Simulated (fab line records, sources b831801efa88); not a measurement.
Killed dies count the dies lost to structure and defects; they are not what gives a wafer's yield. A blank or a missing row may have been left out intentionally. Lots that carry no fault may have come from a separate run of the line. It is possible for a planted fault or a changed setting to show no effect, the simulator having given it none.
Which tool is to blame? || flow sky130 || 13 lots with 39 wafers sampled at 3 steps, on a route of 708 steps

WHAT THE GAUGES READ, wafer by wafer
SKY_LOCAL_INTERCONNECT_THK_MEAS_02: measures by xrf. Usual: LOCAL_INTERCONNECT_TIN_THK typically reads 100.9 nm, with standard deviation 0.87.
{"lot": "L296", "measured": "day 29 09:01", "on": "film metro-02", "LOCAL_INTERCONNECT_TIN_THK (nm)": "100.1 100.6 99.6", "flag": ""}
{"lot": "L297", "measured": "day 31 03:22", "on": "film metro-04", "LOCAL_INTERCONNECT_TIN_THK (nm)": "101.1 101.2 100.9", "flag": ""}
{"lot": "L300", "measured": "day 31 03:43", "on": "film metro-01", "LOCAL_INTERCONNECT_TIN_THK (nm)": "101.4 101.1 101.1", "flag": ""}
{"lot": "L301", "measured": "day 31 09:14", "on": "film metro-01", "LOCAL_INTERCONNECT_TIN_THK (nm)": "100.1 100.3 100.5", "flag": ""}
{"lot": "L304", "measured": "day 32 01:35", "on": "film metro-04", "LOCAL_INTERCONNECT_TIN_THK (nm)": "101.0 99.9 100.6", "flag": ""}
{"lot": "L308", "measured": "day 33 19:56", "on": "film metro-02", "LOCAL_INTERCONNECT_TIN_THK (nm)": "100.2 99.9 99.8", "flag": ""}
{"lot": "L309", "measured": "day 33 21:21", "on": "film metro-01", "LOCAL_INTERCONNECT_TIN_THK (nm)": "102.7 102.8 103.0", "flag": ""}
{"lot": "L313", "measured": "day 35 10:08", "on": "film metro-04", "LOCAL_INTERCONNECT_TIN_THK (nm)": "101.9 101.7 101.1", "flag": ""}
{"lot": "L314", "measured": "day 35 15:53", "on": "film metro-01", "LOCAL_INTERCONNECT_TIN_THK (nm)": "100.7 101.3 101.5", "flag": ""}
{"lot": "L316", "measured": "day 35 21:55", "on": "film metro-01", "LOCAL_INTERCONNECT_TIN_THK (nm)": "101.4 100.7 100.6", "flag": ""}
{"lot": "L315", "measured": "day 36 01:16", "on": "film metro-01", "LOCAL_INTERCONNECT_TIN_THK (nm)": "103.0 101.0 102.9", "flag": ""}
{"lot": "L317", "measured": "day 36 05:49", "on": "film metro-04", "LOCAL_INTERCONNECT_TIN_THK (nm)": "101.7 101.2 100.9", "flag": ""}
{"lot": "L318", "measured": "day 36 11:45", "on": "film metro-04", "LOCAL_INTERCONNECT_TIN_THK (nm)": "101.5 101.6 101.1", "flag": ""}

SKY_LOCAL_INTERCONNECT_OVL_MEAS_12. Usual: LOCAL_INTERCONNECT_OVL typically reads -3 nm, with standard deviation 5.8.
{"lot": "L296", "measured": "day 30 12:58", "on": "overlay-02", "LOCAL_INTERCONNECT_OVL (nm)": "-2 -9 2", "flag": ""}
{"lot": "L297", "measured": "day 32 07:05", "on": "overlay-01", "LOCAL_INTERCONNECT_OVL (nm)": "0 10 10", "flag": ""}
{"lot": "L300", "measured": "day 32 07:12", "on": "overlay-01", "LOCAL_INTERCONNECT_OVL (nm)": "-7 -7 -5", "flag": ""}
{"lot": "L301", "measured": "day 32 12:25", "on": "overlay-02", "LOCAL_INTERCONNECT_OVL (nm)": "-5 -5 -4", "flag": ""}
{"lot": "L304", "measured": "day 33 04:16", "on": "overlay-01", "LOCAL_INTERCONNECT_OVL (nm)": "-7 -3 -2", "flag": ""}
{"lot": "L308", "measured": "day 34 22:10", "on": "overlay-02", "LOCAL_INTERCONNECT_OVL (nm)": "-4 2 -1", "flag": ""}
{"lot": "L309", "measured": "day 34 23:21", "on": "overlay-02", "LOCAL_INTERCONNECT_OVL (nm)": "-1 -8 1", "flag": ""}
{"lot": "L313", "measured": "day 36 12:34", "on": "overlay-01", "LOCAL_INTERCONNECT_OVL (nm)": "-5 2 2", "flag": ""}
{"lot": "L314", "measured": "day 36 18:04", "on": "overlay-02", "LOCAL_INTERCONNECT_OVL (nm)": "-4 -12 1", "flag": ""}
{"lot": "L316", "measured": "day 37 00:16", "on": "overlay-02", "LOCAL_INTERCONNECT_OVL (nm)": "4 -9 -4", "flag": ""}
{"lot": "L315", "measured": "day 37 02:59", "on": "overlay-01", "LOCAL_INTERCONNECT_OVL (nm)": "-2 3 9", "flag": ""}
{"lot": "L317", "measured": "day 37 07:26", "on": "overlay-02", "LOCAL_INTERCONNECT_OVL (nm)": "-7 -3 -1", "flag": ""}
{"lot": "L318", "measured": "day 37 12:47", "on": "overlay-01", "LOCAL_INTERCONNECT_OVL (nm)": "-12 -9 -11", "flag": ""}

TOOL THAT RAN EACH LOT (tool first, then ch and the chambers of the sampled wafers, then the start)
{"lot": "L296", "SKY_LI_CONTACT_CMP_24": "cmp-02 ch 0,1,2, day 29 08:32"}
{"lot": "L297", "SKY_LI_CONTACT_CMP_24": "cmp-02 ch 0,1,3, day 31 02:59"}
{"lot": "L300", "SKY_LI_CONTACT_CMP_24": "cmp-01 ch 0,1,3, day 31 03:14"}
{"lot": "L301", "SKY_LI_CONTACT_CMP_24": "cmp-02 ch 0,1,3, day 31 08:46"}
{"lot": "L304", "SKY_LI_CONTACT_CMP_24": "cmp-02 ch 0,1,2, day 32 01:11"}
{"lot": "L308", "SKY_LI_CONTACT_CMP_24": "cmp-01 ch 1,2,3, day 33 19:27"}
{"lot": "L309", "SKY_LI_CONTACT_CMP_24": "cmp-02 ch 2,3, day 33 20:50"}
{"lot": "L313", "SKY_LI_CONTACT_CMP_24": "cmp-02 ch 2,3, day 35 09:41"}
{"lot": "L314", "SKY_LI_CONTACT_CMP_24": "cmp-02 ch 0,1,3, day 35 15:25"}
{"lot": "L316", "SKY_LI_CONTACT_CMP_24": "cmp-01 ch 0,3, day 35 21:26"}
{"lot": "L315", "SKY_LI_CONTACT_CMP_24": "cmp-01 ch 0,1, day 36 00:49"}
{"lot": "L317", "SKY_LI_CONTACT_CMP_24": "cmp-01 ch 0,1, day 36 05:20"}
{"lot": "L318", "SKY_LI_CONTACT_CMP_24": "cmp-02 ch 0,3, day 36 11:18"}
- SKY_LI_CONTACT_CMP_24: polishes, stops on PSG, t overpolish 20 s, target thk 0 nm.

WHAT THE TOOLS THEMSELVES READ (means of the sampled wafers that have a number; where no wafer has one, the mark that the record gives instead)
SKY_LI_CONTACT_CMP_24. Usual: head pressure psi 3.500 psi, standard deviation 0.007; motor current A 10.9 A, standard deviation 0.89; overpolish run s 20.001 s, standard deviation 0.0085; time to endpoint s 98 s, standard deviation 3.3.
{"lot": "L296", "tool": "cmp-02", "head pressure psi (psi)": 3.495, "motor current A (A)": 11.3, "overpolish run s (s)": 20.001, "time to endpoint s (s)": 97, "flag": ""}
{"lot": "L297", "tool": "cmp-02", "head pressure psi (psi)": 3.493, "motor current A (A)": 11.4, "overpolish run s (s)": 19.995, "time to endpoint s (s)": 100, "flag": ""}
{"lot": "L300", "tool": "cmp-01", "head pressure psi (psi)": 3.498, "motor current A (A)": 10.9, "overpolish run s (s)": 20.002, "time to endpoint s (s)": 98, "flag": ""}
{"lot": "L301", "tool": "cmp-02", "head pressure psi (psi)": 3.506, "motor current A (A)": 11.3, "overpolish run s (s)": 20.005, "time to endpoint s (s)": 98, "flag": ""}
{"lot": "L304", "tool": "cmp-02", "head pressure psi (psi)": 3.506, "motor current A (A)": 11.2, "overpolish run s (s)": 20.001, "time to endpoint s (s)": 102, "flag": ""}
{"lot": "L308", "tool": "cmp-01", "head pressure psi (psi)": 3.495, "motor current A (A)": 11.0, "overpolish run s (s)": 20.002, "time to endpoint s (s)": 97, "flag": ""}
{"lot": "L309", "tool": "cmp-02", "head pressure psi (psi)": 3.501, "motor current A (A)": 10.9, "overpolish run s (s)": 20.000, "time to endpoint s (s)": 98, "flag": ""}
{"lot": "L313", "tool": "cmp-02", "head pressure psi (psi)": 3.497, "motor current A (A)": 10.7, "overpolish run s (s)": 19.998, "time to endpoint s (s)": 93, "flag": ""}
{"lot": "L314", "tool": "cmp-02", "head pressure psi (psi)": 3.490, "motor current A (A)": 11.6, "overpolish run s (s)": 20.001, "time to endpoint s (s)": 96, "flag": ""}
{"lot": "L316", "tool": "cmp-01", "head pressure psi (psi)": 3.503, "motor current A (A)": 9.8, "overpolish run s (s)": 19.995, "time to endpoint s (s)": 98, "flag": ""}
{"lot": "L315", "tool": "cmp-01", "head pressure psi (psi)": 3.494, "motor current A (A)": 11.3, "overpolish run s (s)": 19.996, "time to endpoint s (s)": 101, "flag": ""}
{"lot": "L317", "tool": "cmp-01", "head pressure psi (psi)": 3.499, "motor current A (A)": 11.3, "overpolish run s (s)": 20.004, "time to endpoint s (s)": 101, "flag": ""}
{"lot": "L318", "tool": "cmp-02", "head pressure psi (psi)": 3.509, "motor current A (A)": 10.6, "overpolish run s (s)": 19.994, "time to endpoint s (s)": 95, "flag": ""}

THE ANSWER, worked out from the rows above alone
Rule: lot off if the mean of its wafers having a number is beyond 3 standard deviations from the usual mean. A lot without any number at a reading at which 4 lots or more have one is off too. The other lots that the step has rows for count as sound. After the gauges, taken in route order, come the tools' own readings; for these a lot's mean is taken, as printed above. At the first step where some lot is off, the reading lying furthest off is the one used; lots without a number count as furthest.
No lot is off on any of the readings shown, so nothing can be concluded from this.

WHAT WAS PUT IN BY THE SIMULATOR
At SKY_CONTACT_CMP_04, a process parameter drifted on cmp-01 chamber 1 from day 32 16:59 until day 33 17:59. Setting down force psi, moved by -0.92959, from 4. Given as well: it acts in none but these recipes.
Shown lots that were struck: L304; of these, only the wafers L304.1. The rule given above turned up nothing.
